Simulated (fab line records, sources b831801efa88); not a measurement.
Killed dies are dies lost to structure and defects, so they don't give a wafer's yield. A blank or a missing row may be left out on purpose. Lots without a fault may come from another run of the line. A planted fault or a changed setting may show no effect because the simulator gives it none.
Which tool did it? | flow sky130 | 12 lots, 36 wafers sampled, at 5 steps of a route of 708

WHAT THE GAUGES READ, wafer by wafer
SKY_FIELD_ISO_THK_MEAS_25. Usual: FIELD_ISO_CVD_24_THK 596 nm, standard deviation 5.2.
lot  | measured    | on            | FIELD_ISO_CVD_24_THK (nm) | flag
L240 | day 2 09:26 | film_metro-02 | 589 592 588               |
L241 | day 2 13:12 | film_metro-02 | 592 605 597               |
L242 | day 2 18:25 | film_metro-02 | 595 602 593               |
L243 | day 2 21:29 | film_metro-01 | 604 601 600               |
L245 | day 3 08:10 | film_metro-01 | 600 603 601               |
L248 | day 4 02:08 | film_metro-02 | 596 597 596               |
L252 | day 4 21:20 | film_metro-04 | 600 600 599               |
L254 | day 5 07:53 | film_metro-04 | 606 602 598               |
L255 | day 5 18:27 | film_metro-01 | 586 592 588               |
L256 | day 5 23:51 | film_metro-01 | 596 597 590               |
L259 | day 6 10:46 | film_metro-01 | 595 599 599               |
L260 | day 6 14:50 | film_metro-01 | 603 596 594               |

SKY_VT_ADJUST_LVTN_OVL_MEAS_07. Usual: VT_ADJUST_LVTN_OVL 0.3 nm, standard deviation 1.5.
lot  | measured     | on         | VT_ADJUST_LVTN_OVL (nm) | flag
L240 | day 6 21:53  | overlay-01 | 1.3 0.3 0.7             |
L241 | day 7 03:17  | overlay-01 | 2.4 1.9 0.5             |
L242 | day 7 08:20  | overlay-01 | -1.2 1.5 0.9            |
L243 | day 7 14:38  | overlay-01 | -2.6 -0.9 -3.9          |
L245 | day 8 02:48  | overlay-02 | 0.3 -0.8 0.1            |
L248 | day 9 00:26  | overlay-02 | 0.0 2.1 -1.0            |
L252 | day 10 02:20 | overlay-01 | 172.2 170.1 168.5       | OFF
L254 | day 10 12:51 | overlay-02 | 169.6 171.1 168.5       | OFF
L255 | day 11 07:02 | overlay-01 | 0.7 -0.5 -0.8           |
L256 | day 11 10:35 | overlay-01 | -1.3 -0.3 -0.6          |
L259 | day 12 00:17 | overlay-02 | -0.4 0.7 1.6            |
L260 | day 12 06:41 | overlay-01 | 0.8 -0.1 0.8            |

SKY_VT_ADJUST_NCORE_CD_MEAS_07: target cd 380 nm. Usual: cd_nm 380.6 nm, standard deviation 2.6.
lot  | measured     | on        | cd_nm (nm)        | flag
L240 | day 8 13:34  | cd_sem-02 | 382.3 384.0 384.5 |
L241 | day 8 18:43  | cd_sem-02 | 383.0 385.9 385.7 |
L242 | day 9 00:43  | cd_sem-02 | 381.1 380.2 381.5 |
L243 | day 9 07:17  | cd_sem-02 | 381.4 381.4 380.2 |
L245 | day 9 21:08  | cd_sem-01 | 377.6 378.0 380.1 |
L248 | day 10 21:23 | cd_sem-02 | 382.9 381.4 383.2 |
L252 | day 12 01:10 | cd_sem-01 | 378.9 378.8 379.0 |
L254 | day 12 13:17 | cd_sem-02 | 383.5 386.3 383.7 |
L255 | day 13 07:35 | cd_sem-02 | 381.8 379.5 379.6 |
L256 | day 13 12:14 | cd_sem-02 | 379.9 381.3 380.1 |
L259 | day 14 01:47 | cd_sem-02 | 381.8 383.3 381.6 |
L260 | day 14 08:53 | cd_sem-01 | 381.4 380.9 378.9 |

WHICH TOOL RAN EACH LOT (tool, then ch and the chambers of the sampled wafers, then the start)
lot  | SKY_FIELD_ISO_ETCH_15             | SKY_VT_ADJUST_LVTN_EXPOSE_04
L240 | rie_diel-02 ch 0,2,3, day 2 07:06 | iline_stepper-02 ch 0, day 6 12:32
L241 | rie_diel-04 ch 0,2,3, day 2 11:23 | iline_stepper-01 ch 0, day 6 17:51
L242 | rie_diel-02 ch 2,3, day 2 15:53   | iline_stepper-01 ch 0, day 6 23:14
L243 | rie_diel-04 ch 1,2,3, day 2 19:39 | iline_stepper-01 ch 0, day 7 04:53
L245 | rie_diel-04 ch 1,3, day 3 06:18   | iline_stepper-01 ch 0, day 7 17:31
L248 | rie_diel-04 ch 1,2,3, day 3 22:48 | iline_stepper-02 ch 0, day 8 14:11
L252 | rie_diel-01 ch 0,2,3, day 4 19:00 | iline_stepper-02 ch 0, day 9 16:16
L254 | rie_diel-02 ch 1,3, day 5 06:03   | iline_stepper-02 ch 0, day 10 02:09
L255 | rie_diel-02 ch 0,1,2, day 5 15:18 | iline_stepper-01 ch 0, day 10 19:19
L256 | rie_diel-04 ch 2,3, day 5 19:29   | iline_stepper-01 ch 0, day 10 22:50
L259 | rie_diel-04 ch 1,2,3, day 6 08:39 | iline_stepper-01 ch 0, day 11 12:21
L260 | rie_diel-01 ch 0,2, day 6 11:54   | iline_stepper-01 ch 0, day 11 18:58
- SKY_FIELD_ISO_ETCH_15: etches the open film in CHF3/O2, stops on Si, target depth 180 nm, time 72 s.
- SKY_VT_ADJUST_LVTN_EXPOSE_04: exposes mask NWM COMPLEMENT LESS NATIVE, target cd 840 nm.

WHAT THE TOOLS THEMSELVES READ (means of the sampled wafers that have a number; where no wafer has one, the mark that the record gives instead)
SKY_FIELD_ISO_ETCH_15. Usual: drypump_motor_current_A 5.9 A, standard deviation 0.35; oes_product_au 0.949 a.u., standard deviation 0.0069; throttle_valve_pct 8.845 %, standard deviation 0.0092.
lot  | tool        | drypump_motor_current_A (A) | oes_product_au (a.u.) | throttle_valve_pct (%) | flag
L240 | rie_diel-02 | 5.8                         | 0.934                 | 8.838                  |
L241 | rie_diel-04 | 5.9                         | 0.942                 | 8.843                  |
L242 | rie_diel-02 | 5.8                         | 0.938                 | 8.843                  |
L243 | rie_diel-04 | 5.7                         | 0.953                 | 8.842                  |
L245 | rie_diel-04 | 5.9                         | 0.945                 | 8.841                  |
L248 | rie_diel-04 | 5.7                         | 0.946                 | 8.846                  |
L252 | rie_diel-01 | 6.1                         | 0.952                 | 8.840                  |
L254 | rie_diel-02 | 6.2                         | 0.951                 | 8.843                  |
L255 | rie_diel-02 | 5.8                         | 0.947                 | 8.854                  |
L256 | rie_diel-04 | 5.7                         | 0.958                 | 8.838                  |
L259 | rie_diel-04 | 5.7                         | 0.947                 | 8.842                  |
L260 | rie_diel-01 | 6.3                         | 0.946                 | 8.839                  |

SKY_VT_ADJUST_LVTN_EXPOSE_04. Usual: stage_vel_mm_s 500.00 mm/s, standard deviation 0.24.
lot  | tool             | stage_vel_mm_s (mm/s) | flag
L240 | iline_stepper-02 | 500.40                |
L241 | iline_stepper-01 | 499.56                |
L242 | iline_stepper-01 | 499.94                |
L243 | iline_stepper-01 | 500.02                |
L245 | iline_stepper-01 | 499.82                |
L248 | iline_stepper-02 | 499.73                |
L252 | iline_stepper-02 | 500.03                |
L254 | iline_stepper-02 | 499.92                |
L255 | iline_stepper-01 | 500.06                |
L256 | iline_stepper-01 | 500.17                |
L259 | iline_stepper-01 | 499.61                |
L260 | iline_stepper-01 | 500.01                |

THE ANSWER, worked out from the rows above alone
Rule: a lot is off if the mean of its wafers that have a number lies more than 3 standard deviations from the usual mean. A lot without any number at a reading at which 4 lots or more have one is off too. The other lots that the step has rows for count as sound. The gauges are gone through in route order, then the tools' own readings, and for those a lot's mean is taken as printed above. The first step at which some lot is off is used, and at that step the reading that is off furthest; a lot without a number counts as furthest.
Off: L252, L254, at SKY_VT_ADJUST_LVTN_OVL_MEAS_07 (VT_ADJUST_LVTN_OVL).
A tool fits if, at a process step before that reading, it ran every lot that is off, and no sound lot after the first of them. The gauges at SKY_VT_ADJUST_LVTN_OVL_MEAS_07 are tried like those tools. One fits: iline_stepper-02 at SKY_VT_ADJUST_LVTN_EXPOSE_04. Its last sound lot is L248 (day 8 14:11), its first lot that is off L252 (day 9 16:16): a fault that began between those two fits.

WHAT THE SIMULATOR HAD PUT IN
Scanner matching overlay: iline_stepper-02, from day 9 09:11 on, at SKY_VT_ADJUST_LVTN_EXPOSE_04. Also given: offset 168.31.
Lots struck among those shown: L252, L254. The rule above found the same.
